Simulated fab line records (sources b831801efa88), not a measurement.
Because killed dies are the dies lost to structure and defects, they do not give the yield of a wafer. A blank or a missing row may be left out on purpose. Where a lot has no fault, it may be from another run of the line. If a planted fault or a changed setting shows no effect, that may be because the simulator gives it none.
fab line records	flow sky130
record: lots: 6	wafers: 18	last_day: 49
route steps=708 shown METAL4@599 CAP2M@603 PAD_OPEN@708
lots that met no fault: taken from a fault-free run of the same line
start_h: start of the lot's first displayed wafer, in hours after the record's first day	wait_h: time in hours since the lot's previous step	" unchanged from the row above	L1.1+2: a single row standing in for several wafers	- no value, or no start was given	* or withheld: withheld	< > ~ a bound
route shown NAME@n: a module of which the file shows steps, and the number in the route of the first	usual: the fault-free wafers' mean and standard deviation	same: alike in all rows	chamber/n: place in a boat	sites: each site's reading	_std_site: their standard deviation	_edge_site: mean of outer sites minus mean of inner sites	radius_mm: for every site, how far away it sits from the centre of the wafer	mask NAME#n: copy n	behind: the tool/chamber that last shaped the wafer	hold: cause of the lot's hold/its duration in hours/its outcome	device: names the non-switching transistor (n, p or np)	end of line: the same wafers' tests at the end of the route	a step with no rows: only its recipe	killed: dies that structure and defects cost at the first sort, which is not the same as the wafer's yield	map: a wafer's dies, x killed, . not, _ none there
set.NAME: the setting the step ran with; set.NAME@STEP: the setting that earlier step ran with	model.NAME: the simulator's own value behind a step, which no gauge read
lots at some steps of the route; a table a step, a row a wafer
services: from which hour (start_h, from the record's first day; less than 0 if before it) a tool's chamber was out of use, for how many hours, and why
== steps ==
step: SKY_METAL4_SPUTTER_01
recipe: material: TiN	target_thk_nm: 20	power_w: 6500	time_s: 16.7	chamber_pressure_pa: 0.4
usual: throttle_valve_pct: 29.6/1.1
same: time_s: 16.7
lot.wafer	tool	chamber	start_h	wait_h	throttle_valve_pct
L476.2	pvd_sputter-01	-	949.42	0.0	29.5
L476.4	"	-	"	"	30.4
L476.5	"	-	"	"	29.4
L477.3	pvd_sputter-04	-	956.77	0.0	29.9
L477.5	"	-	"	"	28.8
L477.6	"	-	"	"	30.6
L480.2	pvd_sputter-03	-	983.09	0.0	30.3
L480.5	"	-	"	"	30.0
L480.6	"	-	"	"	30.7
L482.4	pvd_sputter-04	-	998.63	0.0	29.0
L482.5	"	-	"	"	29.6
L482.6	"	-	"	"	30.7
L487.2	pvd_sputter-04	-	1030.11	0.0	30.2
L487.4	"	-	"	"	28.9
L487.5	"	-	"	"	29.6
L490.4	pvd_sputter-03	-	1052.31	0.0	29.1
L490.5	"	-	"	"	26.4
L490.6	"	-	"	"	30.5
step: SKY_METAL4_SPUTTER_02
recipe: material: AlCu	target_thk_nm: 735	power_w: 10600	time_s: 39.1	chamber_pressure_pa: 0.4
usual: throttle_valve_pct: 29.6/1.1
same: time_s: 39.1
lot.wafer	tool	chamber	start_h	wait_h	throttle_valve_pct
L476.2	pvd_sputter-01	-	949.45	0.0	29.5
L476.4	"	-	"	"	30.6
L476.5	"	-	"	"	29.0
L477.3	pvd_sputter-04	-	956.79	0.0	29.9
L477.5	"	-	"	"	29.1
L477.6	"	-	"	"	30.7
L480.2	pvd_sputter-03	-	983.12	0.0	30.2
L480.5	"	-	"	"	30.4
L480.6	"	-	"	"	30.8
L482.4	pvd_sputter-04	-	998.66	0.0	28.9
L482.5	"	-	"	"	29.5
L482.6	"	-	"	"	30.5
L487.2	pvd_sputter-04	-	1030.14	0.0	29.8
L487.4	"	-	"	"	28.8
L487.5	"	-	"	"	29.8
L490.4	pvd_sputter-03	-	1052.33	0.0	29.1
L490.5	"	-	"	"	26.5
L490.6	"	-	"	"	30.6
step: SKY_METAL4_SPUTTER_03
recipe: material: Ti	target_thk_nm: 5	power_w: 3000	time_s: 3.3	chamber_pressure_pa: 0.4
usual: throttle_valve_pct: 29.6/1.1
same: time_s: 3.3
lot.wafer	tool	chamber	start_h	wait_h	throttle_valve_pct
L476.2	pvd_sputter-01	-	949.48	0.0	29.4
L476.4	"	-	"	"	30.3
L476.5	"	-	"	"	29.3
L477.3	pvd_sputter-04	-	956.83	0.0	30.0
L477.5	"	-	"	"	28.8
L477.6	"	-	"	"	30.5
L480.2	pvd_sputter-03	-	983.16	0.0	30.1
L480.5	"	-	"	"	29.9
L480.6	"	-	"	"	30.8
L482.4	pvd_sputter-04	-	998.69	0.0	28.9
L482.5	"	-	"	"	29.7
L482.6	"	-	"	"	30.6
L487.2	pvd_sputter-04	-	1030.18	0.0	30.1
L487.4	"	-	"	"	29.0
L487.5	"	-	"	"	29.3
L490.4	pvd_sputter-03	-	1052.37	0.0	29.3
L490.5	"	-	"	"	26.6
L490.6	"	-	"	"	30.4
step: SKY_METAL4_SPUTTER_04
recipe: material: TiN	target_thk_nm: 70	power_w: 6500	time_s: 58.3	chamber_pressure_pa: 0.4
usual: throttle_valve_pct: 29.6/1.1
same: time_s: 58.3
lot.wafer	tool	chamber	start_h	wait_h	throttle_valve_pct
L476.2	pvd_sputter-01	-	949.50	0.0	29.6
L476.4	"	-	"	"	30.8
L476.5	"	-	"	"	29.0
L477.3	pvd_sputter-04	-	956.85	0.0	30.1
L477.5	"	-	"	"	28.8
L477.6	"	-	"	"	30.8
L480.2	pvd_sputter-03	-	983.18	0.0	30.0
L480.5	"	-	"	"	30.1
L480.6	"	-	"	"	30.7
L482.4	pvd_sputter-04	-	998.72	0.0	29.1
L482.5	"	-	"	"	29.2
L482.6	"	-	"	"	30.6
L487.2	pvd_sputter-04	-	1030.20	0.0	30.0
L487.4	"	-	"	"	29.0
L487.5	"	-	"	"	29.8
L490.4	pvd_sputter-03	-	1052.39	0.0	29.4
L490.5	"	-	"	"	26.5
L490.6	"	-	"	"	30.7
step: SKY_CAP2M_CVD_00
recipe: material: SiO2	target_thk_nm: 15.5	temp_c: 400	time_s: withheld	rf_w: 450
usual: heater_power_w: 765/90
lot.wafer	tool	chamber	start_h	wait_h	heater_power_w
L476.2	pecvd-04	2	949.55	0.0	752
L476.4	"	1	"	"	754
L476.5	"	0	"	"	890
L477.3	pecvd-02	2	956.90	0.0	806
L477.5	"	1	"	"	755
L477.6	"	2	"	"	794
L480.2	pecvd-03	1	983.23	0.0	602
L480.5	"	2	"	"	912
L480.6	"	1	"	"	611
L482.4	pecvd-02	2	998.76	0.0	699
L482.5	"	1	"	"	780
L482.6	"	0	"	"	847
L487.2	pecvd-04	1	1030.25	0.0	712
L487.4	"	1	"	"	748
L487.5	"	2	"	"	718
L490.4	pecvd-03	2	1052.45	0.0	988
L490.5	"	1	"	"	647
L490.6	"	0	"	"	737
step: SKY_CAP2M_THK_MEAS_01
recipe: reads: SiO2_of_CAP2M_CVD_00
usual: CAP2M_CVD_00_THK: 15.40/0.27
lot.wafer	tool	chamber	start_h	wait_h	CAP2M_CVD_00_THK[nm]
L476.2	film_metro-04	-	949.58	-	15.51
L476.4	"	-	"	"	15.13
L476.5	"	-	"	"	15.23
L477.3	film_metro-03	-	956.94	-	15.38
L477.5	"	-	"	"	15.78
L477.6	"	-	"	"	15.68
L480.2	film_metro-03	-	983.26	-	15.31
L480.5	"	-	"	"	15.35
L480.6	"	-	"	"	15.50
L482.4	film_metro-01	-	998.80	-	15.86
L482.5	"	-	"	"	15.81
L482.6	"	-	"	"	15.51
L487.2	film_metro-04	-	1030.28	-	15.13
L487.4	"	-	"	"	15.43
L487.5	"	-	"	"	15.86
L490.4	film_metro-01	-	1052.49	-	15.22
L490.5	"	-	"	"	15.23
L490.6	"	-	"	"	15.67
step: SKY_CAP2M_SPUTTER_02
recipe: material: TiN	target_thk_nm: 200	temp_c: 300	power_w: 6500	time_s: 166.7	chamber_pressure_pa: 0.4
step: SKY_CAP2M_RS_MEAS_03
recipe: thk_meas_gauge: four-point-probe	reads: TiN_of_CAP2M_SPUTTER_02
usual: CAP2M_TIN_RS: 6.94/0.08
lot.wafer	tool	chamber	start_h	wait_h	CAP2M_TIN_RS[ohm/sq]
L476.2	film_metro-04	-	949.76	0.1	6.98
L476.4	"	-	"	"	7.02
L476.5	"	-	"	"	7.08
L477.3	film_metro-01	-	957.13	0.1	6.96
L477.5	"	-	"	"	7.09
L477.6	"	-	"	"	7.11
L480.2	film_metro-04	-	983.44	0.1	6.87
L480.5	"	-	"	"	6.95
L480.6	"	-	"	"	6.96
L482.4	film_metro-04	-	999.00	0.1	7.06
L482.5	"	-	"	"	7.11
L482.6	"	-	"	"	6.94
L487.2	film_metro-01	-	1030.46	0.1	6.82
L487.4	"	-	"	"	6.82
L487.5	"	-	"	"	6.88
L490.4	film_metro-04	-	1052.69	0.1	6.94
L490.5	"	-	"	"	7.04
L490.6	"	-	"	"	6.90
step: SKY_CAP2M_THK_MEAS_04
recipe: thk_meas_gauge: xrf	reads: TiN_of_CAP2M_SPUTTER_02
usual: CAP2M_TIN_THK: 198.8/2.2
lot.wafer	tool	chamber	start_h	wait_h	CAP2M_TIN_THK[nm]
L476.2	film_metro-04	-	949.87	0.1	197.8
L476.4	"	-	"	"	197.3
L476.5	"	-	"	"	195.8
L477.3	film_metro-01	-	957.23	0.1	198.3
L477.5	"	-	"	"	194.5
L477.6	"	-	"	"	194.9
L480.2	film_metro-04	-	983.55	0.1	200.7
L480.5	"	-	"	"	198.7
L480.6	"	-	"	"	197.2
L482.4	film_metro-04	-	999.09	0.1	193.3
L482.5	"	-	"	"	193.0
L482.6	"	-	"	"	198.0
L487.2	film_metro-01	-	1030.57	0.1	200.9
L487.4	"	-	"	"	201.1
L487.5	"	-	"	"	199.0
L490.4	film_metro-04	-	1052.78	0.1	196.8
L490.5	"	-	"	"	195.4
L490.6	"	-	"	"	199.1
step: SKY_CAP2M_DEHYDRATE_05
recipe: temp_c: 200	time_s: 60
step: SKY_CAP2M_HMDS_06
recipe: prime_time_s: 60	prime_temp_c: 120
step: SKY_CAP2M_COAT_07
recipe: resist: NOVOLAK	spin_rpm: 3000	resist_thk_nm: 1140
step: SKY_CAP2M_SOFTBAKE_08
recipe: temp_c: 90	time_s: 60	resist: NOVOLAK
usual: chill_plate_temp_C: 22.99/0.1	heater_power_total_W: 56.60/0.048	plate_temp_C: 90.00/0.12
same: time_s: 60
lot.wafer	tool	chamber	start_h	wait_h	chill_plate_temp_C	heater_power_total_W	plate_temp_C
L476.2	litho_track-04	0	961.49	0.1	23.13	56.69	89.94
L476.4	"	0	"	"	23.08	56.70	90.09
L476.5	"	0	"	"	23.00	56.62	90.09
L477.3	litho_track-01	0	969.14	0.1	22.89	56.56	89.96
L477.5	"	0	"	"	22.93	56.60	89.97
L477.6	"	0	"	"	22.98	56.66	90.10
L480.2	litho_track-01	0	995.72	0.1	23.15	58.18	91.51
L480.5	"	0	"	"	22.96	58.21	91.87
L480.6	"	0	"	"	23.03	58.08	91.51
L482.4	litho_track-01	0	1010.42	0.1	23.08	58.18	91.65
L482.5	"	0	"	"	23.20	58.21	91.54
L482.6	"	0	"	"	23.17	58.22	91.72
L487.2	litho_track-02	0	1041.58	0.1	22.82	56.59	90.07
L487.4	"	0	"	"	22.96	56.47	90.08
L487.5	"	0	"	"	23.11	56.48	89.98
L490.4	litho_track-04	0	1062.44	0.1	23.05	56.62	89.92
L490.5	"	0	"	"	23.11	56.55	89.84
L490.6	"	0	"	"	23.10	56.61	89.96
step: SKY_CAP2M_EXPOSE_09
recipe: mask_id: CAP2M	na: 0.6	source_shape: conventional	sigma_outer: 0.6	polarization: unpolarized	target_cd_nm: 1000	dose_mj: 159
step: SKY_PAD_OPEN_PROBE_99
usual: defect_limited_yield: 82.0/1.9	killed_at_M0_to_M3: 46/6.7	killed_at_M4_up: 3.3/2	killed_at_contacts: 24/5.4	killed_at_front_end: 15/4.3	killed_at_other: 0.4/0.64	killed_dies: 89/9.1	killed_on_rim: 17/3.7	killed_open: 48/7.2	killed_short: 40/6.3	sort_bin_3_pad_short: 0.9/0.42	sort_bin_5_function: 10.8/1.5	sort_bin_6_memory: 6.4/1.1	sort_n_pass: 403/9.1	sort_yield_pct: 82.0/1.9
same: gross_dies: 492	killed_at_back_side: 0	sort_bin_4_leakage[%]: 0	sort_bin_8_speed[%]: 0
lot.wafer	tool	chamber	start_h	wait_h	defect_limited_yield[%]	killed_at_M0_to_M3	killed_at_M4_up	killed_at_contacts	killed_at_front_end	killed_at_other	killed_dies	killed_on_rim	killed_open	killed_short	sort_bin_3_pad_short[%]	sort_bin_5_function[%]	sort_bin_6_memory[%]	sort_n_pass	sort_yield_pct[%]
L476.2	prober-02	-	1093.21	0.1	81.9	42	5	27	15	0	89	21	51	37	1.2	11.0	5.9	403	81.9
L476.4	prober-02	-	1093.31	0.2	80.3	50	0	29	16	2	97	21	48	46	0.8	11.8	7.1	395	80.3
L476.5	prober-02	-	1093.36	0.2	78.9	55	4	28	16	1	104	24	39	65	1.8	11.4	7.9	388	78.9
L477.3	prober-01	-	1100.14	0.2	83.9	37	6	21	13	2	79	19	42	34	0.6	10.4	5.1	413	83.9
L477.5	prober-01	-	1100.24	0.2	81.5	39	3	29	19	1	91	17	49	41	1.0	10.8	6.7	401	81.5
L477.6	prober-01	-	1100.29	0.2	84.1	38	1	18	21	0	78	12	43	34	1.0	7.9	6.9	414	84.1
L480.2	prober-01	-	1123.69	0.1	83.9	41	3	17	18	0	79	16	40	39	0.4	10.4	5.3	413	83.9
L480.5	prober-01	-	1123.84	0.2	80.7	46	1	32	14	2	95	17	51	44	0.8	11.4	7.1	397	80.7
L480.6	prober-01	-	1123.89	0.2	80.3	48	4	31	14	0	97	21	58	39	0	13.4	6.3	395	80.3
L482.4	prober-01	-	1136.31	0.2	82.9	40	2	24	18	0	84	18	44	40	0	10.4	6.7	408	82.9
L482.5	prober-01	-	1136.36	0.2	85.4	38	1	17	15	1	72	14	36	36	1.2	7.7	5.7	420	85.4
L482.6	prober-01	-	1136.41	0.2	83.3	52	3	16	11	0	82	19	45	37	0.4	10.4	5.9	410	83.3
L487.2	prober-02	-	1162.71	0.1	79.5	56	2	32	11	0	101	21	54	47	1.6	9.8	9.1	391	79.5
L487.4	prober-02	-	1162.81	0.2	79.9	56	4	30	9	0	99	19	55	44	1.6	12.6	5.9	393	79.9
L487.5	prober-02	-	1162.86	0.2	81.1	48	4	32	9	0	93	18	49	44	0.8	10.4	7.7	399	81.1
L490.4	prober-01	-	1179.30	0.2	82.7	50	4	14	17	0	85	20	46	39	0.2	12.0	5.1	407	82.7
L490.5	prober-01	-	1179.35	0.2	81.3	43	5	30	14	0	92	21	40	52	1.8	10.6	6.3	400	81.3
L490.6	prober-01	-	1179.40	0.2	85.4	38	3	20	11	0	72	11	38	34	0.2	9.3	5.1	420	85.4
killed by level:class
L476.2 VIA1:geometric_particle:open=13 CONTACT:geometric_particle:open=11 VIA2:geometric_particle:open=7 FIELD_ISO:geometric_particle:open=5 LI_CONTACT:geometric_particle:open=5 CONTACT:geometric_particle:short=5 VIA1:geometric_particle:short=5 METAL4:geometric_particle:short=5
L476.4 CONTACT:geometric_particle:open=14 VIA1:geometric_particle:open=8 VIA3:geometric_particle:open=8 FIELD_ISO:geometric_particle:short=6 METAL2:geometric_particle:short=6 METAL1:geometric_particle:short=6 VIA1:geometric_particle:short=6 VIA2:geometric_particle:short=5
L476.5 METAL2:geometric_particle:short=12 VIA1:geometric_particle:open=9 CONTACT:geometric_particle:short=9 VIA3:geometric_particle:short=7 VIA3:geometric_particle:open=7 CONTACT:geometric_particle:open=6 METAL3:geometric_particle:short=6 FIELD_ISO:geometric_particle:short=5
L477.3 FIELD_ISO:geometric_particle:open=7 LI_CONTACT:geometric_particle:open=7 VIA1:geometric_particle:open=7 VIA3:geometric_particle:open=7 CONTACT:geometric_particle:open=6 VIA1:geometric_particle:short=5 METAL4:geometric_particle:short=5 CONTACT:geometric_particle:short=4
L477.5 VIA1:geometric_particle:open=10 LOCAL_INTERCONNECT:geometric_particle:short=8 LI_CONTACT:geometric_particle:open=7 CONTACT:geometric_particle:open=7 FIELD_ISO:geometric_particle:open=6 VIA2:geometric_particle:short=6 VIA2:geometric_particle:open=6 POLY_GATE:geometric_particle:open=5
L477.6 POLY_GATE:geometric_particle:open=11 METAL2:geometric_particle:short=10 CONTACT:geometric_particle:open=9 VIA3:geometric_particle:open=6 VIA1:geometric_particle:open=5 VIA2:geometric_particle:open=5 METAL3:geometric_particle:short=5 FIELD_ISO:geometric_particle:open=4
L480.2 LI_CONTACT:geometric_particle:open=6 METAL1:geometric_particle:short=6 VIA1:geometric_particle:open=6 POLY_GATE:geometric_particle:open=5 VIA3:geometric_particle:short=5 VIA3:geometric_particle:open=5 POLY_GATE:geometric_particle:short=4 LI_CONTACT:geometric_particle:short=4
L480.5 VIA1:geometric_particle:open=10 CONTACT:geometric_particle:open=10 LI_CONTACT:geometric_particle:open=9 METAL1:geometric_particle:short=8 VIA1:geometric_particle:short=6 METAL2:geometric_particle:short=6 CONTACT:geometric_particle:short=5 POLY_GATE:geometric_particle:open=4
L480.6 CONTACT:geometric_particle:open=11 VIA1:geometric_particle:open=11 LI_CONTACT:geometric_particle:open=8 VIA2:geometric_particle:open=8 VIA3:geometric_particle:open=7 METAL2:geometric_particle:short=6 FIELD_ISO:geometric_particle:short=5 CONTACT:geometric_particle:short=5
L482.4 VIA1:geometric_particle:open=11 VIA3:geometric_particle:open=7 LI_CONTACT:geometric_particle:open=6 CONTACT:geometric_particle:open=6 CONTACT:geometric_particle:short=6 FIELD_ISO:geometric_particle:short=5 LI_CONTACT:geometric_particle:short=5 FIELD_ISO:geometric_particle:open=4
L482.5 VIA1:geometric_particle:open=8 LI_CONTACT:geometric_particle:open=6 CONTACT:geometric_particle:short=6 METAL1:geometric_particle:short=6 VIA1:geometric_particle:short=5 VIA2:geometric_particle:open=5 FIELD_ISO:geometric_particle:short=4 SPACER:geometric_particle:short=4
L482.6 VIA1:geometric_particle:open=13 VIA2:geometric_particle:open=10 CONTACT:geometric_particle:open=7 METAL1:geometric_particle:short=6 VIA3:geometric_particle:open=6 FIELD_ISO:geometric_particle:short=5 METAL2:geometric_particle:short=5 CONTACT:geometric_particle:short=4
L487.2 CONTACT:geometric_particle:open=12 VIA2:geometric_particle:open=9 VIA1:geometric_particle:open=9 LI_CONTACT:geometric_particle:open=7 CONTACT:geometric_particle:short=7 VIA3:geometric_particle:open=7 METAL1:geometric_particle:short=6 METAL2:geometric_particle:short=5
L487.4 VIA1:geometric_particle:open=15 CONTACT:geometric_particle:open=10 LI_CONTACT:geometric_particle:open=9 VIA3:geometric_particle:open=8 METAL2:geometric_particle:short=7 FIELD_ISO:geometric_particle:open=5 VIA2:geometric_particle:open=5 METAL1:geometric_particle:short=5
L487.5 CONTACT:geometric_particle:open=15 VIA3:geometric_particle:open=9 VIA1:geometric_particle:short=9 VIA1:geometric_particle:open=9 FIELD_ISO:geometric_particle:short=6 CONTACT:geometric_particle:short=6 LI_CONTACT:geometric_particle:open=6 METAL2:geometric_particle:short=6
L490.4 VIA1:geometric_particle:open=13 METAL1:geometric_particle:short=9 VIA3:geometric_particle:open=8 VIA1:geometric_particle:short=5 CONTACT:geometric_particle:open=5 CONTACT:geometric_particle:short=5 VIA2:geometric_particle:open=5 FIELD_ISO:geometric_particle:short=4
L490.5 VIA1:geometric_particle:open=10 METAL1:geometric_particle:short=9 LOCAL_INTERCONNECT:geometric_particle:short=7 CONTACT:geometric_particle:open=7 LI_CONTACT:geometric_particle:short=6 FIELD_ISO:geometric_particle:short=5 METAL2:geometric_particle:short=5 POLY_GATE:geometric_particle:short=4
L490.6 VIA1:geometric_particle:open=13 LOCAL_INTERCONNECT:geometric_particle:short=6 VIA2:geometric_particle:short=5 LI_CONTACT:geometric_particle:open=4 CONTACT:geometric_particle:short=4 METAL1:geometric_particle:short=4 VIA2:geometric_particle:open=4 FIELD_ISO:geometric_particle:short=3
== services ==
tool	chamber	start_h	hours	kind
pvd_sputter-04	-	927.74	6.3	repair
pecvd-02	-	930.70	0.8	repair
pvd_sputter-03	-	931.24	2.2	repair
pvd_sputter-03	-	937.18	2.4	repair
pecvd-03	2	941.62	2.1	scheduled_down
pecvd-03	1	954.59	5.5	scheduled_down
pecvd-02	-	976.20	5.5	pm
pecvd-02	-	989.03	7.3	repair
pecvd-03	1	999.38	-	clean
pecvd-03	1	999.38	-	consumable_replace:showerhead
pecvd-03	1	999.38	29.0	scheduled_down
pecvd-03	1	999.38	29.0	vent_cycle
pecvd-04	1	1017.44	2.1	scheduled_down
pvd_sputter-04	-	1021.23	0.9	repair
pvd_sputter-03	-	1030.45	2.2	repair
pecvd-03	1	1040.99	2.7	repair
== key ==
first_sign: step: SKY_CAP2M_SOFTBAKE_08	reading: heater_power_total_W	direction: up	sigmas: 33	usual: *	struck: *
effect: step: SKY_CAP2M_SOFTBAKE_08	reading: plate_temp_C	direction: up	sigmas: 14	usual: *	struck: *
met_at SKY_CAP2M_SOFTBAKE_08
struck_wafers L480.2,L480.5,L480.6,L482.4,L482.5,L482.6
onset_between 969.14 995.72
fault: kind: process_parameter_drift	tool: litho_track-01	chamber: -	onset_h: 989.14	steps: SKY_CAP2M_SOFTBAKE_08	channel: temp_c	offset: *	shape: step	end_h: 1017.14	acts_in: *	stated: *
